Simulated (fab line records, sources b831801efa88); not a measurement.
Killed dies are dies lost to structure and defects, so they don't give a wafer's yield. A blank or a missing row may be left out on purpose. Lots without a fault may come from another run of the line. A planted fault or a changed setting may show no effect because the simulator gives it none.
Chamber matching | flow sky130 | SKY_SONOS_ONO_ETCH_15 on rie_diel-01: 4 sister chambers
The step etches the open film in CHF3/O2, target depth 19.52 nm, time 7.8 s. 8 wafers are shown with their chamber, then 8 later ones without.

WAFERS WITH THEIR CHAMBER
wafer  | chamber | oes_product_au (a.u.) | rf_fwd_power_W (W)
L370.1 | 0       | 0.990                 | 591.9
L377.2 | 1       | 0.998                 | 592.5
L377.4 | 0       | 0.993                 | 594.0
L377.6 | 3       | 1.020                 | 589.3
L382.1 | 3       | 1.013                 | 590.5
L382.3 | 2       | 0.997                 | 590.4
L382.4 | 1       | 0.998                 | 592.1
L383.1 | 2       | 1.005                 | 592.8

WAFERS WITHOUT THEIR CHAMBER
wafer  | oes_product_au (a.u.) | rf_fwd_power_W (W)
L383.3 | 0.999                 | 591.9
L383.5 | 1.010                 | 589.7
L391.3 | 0.992                 | 589.5
L391.4 | 1.002                 | 588.6
L391.6 | 1.014                 | 593.3
L392.2 | 1.014                 | 590.4
L392.3 | 0.996                 | 590.4
L392.5 | 0.986                 | 591.4

WHICH CHAMBER EACH WENT THROUGH
wafer  | from the rows above               | in truth
L383.3 | can't be placed: 1 or 2 or 0      | 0
L383.5 | can't be placed: 3 or 2           | 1
L391.3 | can't be placed: 1 or 0 or 2      | 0
L391.4 | can't be placed: 2 or 1 or 3 or 0 | 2
L391.6 | can't be placed: 3 or 2 or 1      | 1
L392.2 | 3                                 | 3
L392.3 | can't be placed: 2 or 1 or 0      | 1
L392.5 | can't be placed: 0 or 1 or 2      | 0
Placed correctly: 1 of 8. Can't be placed from these rows: 7 (the true chamber is among the candidates in 6). Placed wrongly: 0.
How it was worked out, from the rows above alone: a wafer's distance from a chamber is the root of the sum, over the readings, of the square of ((its reading less the chamber's mean) divided by the reading's scatter). The wafer belongs to the nearest chamber; if the next one is less than 2 further off, it can't be placed. A chamber's mean is the mean of its shown wafers. The scatter: the root of (the sum of the squares of (reading less its chamber's mean) over the shown wafers, divided by (wafers less chambers)).
